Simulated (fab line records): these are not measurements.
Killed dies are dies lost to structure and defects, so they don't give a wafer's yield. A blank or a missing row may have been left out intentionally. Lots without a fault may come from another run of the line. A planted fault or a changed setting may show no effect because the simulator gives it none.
A lot that was struck, set against a sound lot -- flow sky130 -- 17 out of 708 route steps
Sound: wafers L877.3, L877.5, L877.6. Struck: wafers L883.1, L883.4, L883.6. At the end, the cause is stated.
Each step with rows lists, per side, the tool, then ch with its chambers, then its first start. Under that, the readings that differ: sound wafers -- struck wafers -- difference of the means -- sigmas: that difference in standard deviations of wafers without a fault.
alike: same words and numbers on both sides, and readings whose means sit less than 2 such deviations apart. not compared: any withheld reading, any reading some wafer has no value for, any bound like >300 that may hide the same value, and any number with overlapping values for which the record gives no deviation.
The two part at a step that has a row with sigmas, a row that says differs or no value, or rows on one side only. Non-overlapping numbers with no deviation appear without sigmas and do not part them. Lack of a reading on every wafer of one side parts them only where that side has two or more wafers.

SKY_LDD_HVP_TW_MEAS_10:
  struck on film metro-04, day 25 02:59; sound on film metro-03, day 22 10:52
reading,sound,struck,difference,sigmas
LDD_HVP_TW,458.5 457.7 456.3,450.4 453.5 454.2,-4.8,-2
then, 7 steps without rows for these wafers: SKY_LDD_LDN_DEHYDRATE_00 (time 60 s); SKY_LDD_LDN_HMDS_01 (prime time 60 s); SKY_LDD_LDN_COAT_02 (resist thk 1140 nm); SKY_LDD_LDN_SOFTBAKE_03 (time 60 s); SKY_LDD_LDN_EXPOSE_04 (exposes mask LDNTM, target cd 700 nm); SKY_LDD_LDN_PEB_05; SKY_LDD_LDN_DEVELOP_06 (develop time 60 s).
SKY_LDD_LDN_OVL_MEAS_07:
  struck on overlay-02, day 26 07:49; sound on overlay-01, day 23 16:35
  alike: LDD_LDN_OVL
then, 3 steps without rows for these wafers: SKY_LDD_LDN_IMPLANT_08; SKY_LDD_LDN_IMPLANT_09; SKY_LDD_LDN_IMPLANT_10.
SKY_LDD_LDN_IMPLANT_11:
  sound on implanter-03 ch 0, day 23 17:07; struck on implanter-03 ch 0, day 26 08:37
SKY_LDD_LDN_STRIP_12: strips in O2/N2.
  sound on plasma asher-01 ch 0,1, day 23 17:14; struck on plasma asher-01 ch 0,1, day 26 08:46
  alike: drypump motor current A, oes product au, strip time to endpoint s
  not compared: rf hours counter h
SKY_LDD_LDN_TW_MEAS_13:
  struck on film metro-03, day 26 08:52; sound on film metro-03, day 23 17:20
reading,sound,struck,difference,sigmas
LDD_LDN_TW,1475 1482 1479,1568 1573 1565,+90,+6
then, 1 step without rows for these wafers: SKY_LDD_LDN_CLEAN_14 (cleans in SC1/SC2, time 150 s).
-- a jump in the record: the struck wafers' starts before and after are 22 days apart (it breaks off in module LDD_LDN and resumes in module PAD_OPEN, where the first step shown is number 708 of the route) --
SKY_PAD_OPEN_PROBE_99:
  struck on prober-02, day 47 21:52; sound on prober-02, day 46 03:41
reading,sound,struck,difference,sigmas
model.etest.tip sonos.rs ohm sq,2686 2616 2680,2324 2346 2347,-322,
  alike: killed_at_M0_to_M3, killed_at_M4_up, killed at contacts, killed at front end, killed at other, killed dies, killed open, killed short

== WHERE THEY PART ==
At SKY_LDD_HVP_TW_MEAS_10 first; at SKY_LDD_LDN_TW_MEAS_13 last (within this record only). Later steps at which nothing parts them and some readings are alike: SKY_PAD_OPEN_PROBE_99.

WHY: what the simulator had put in
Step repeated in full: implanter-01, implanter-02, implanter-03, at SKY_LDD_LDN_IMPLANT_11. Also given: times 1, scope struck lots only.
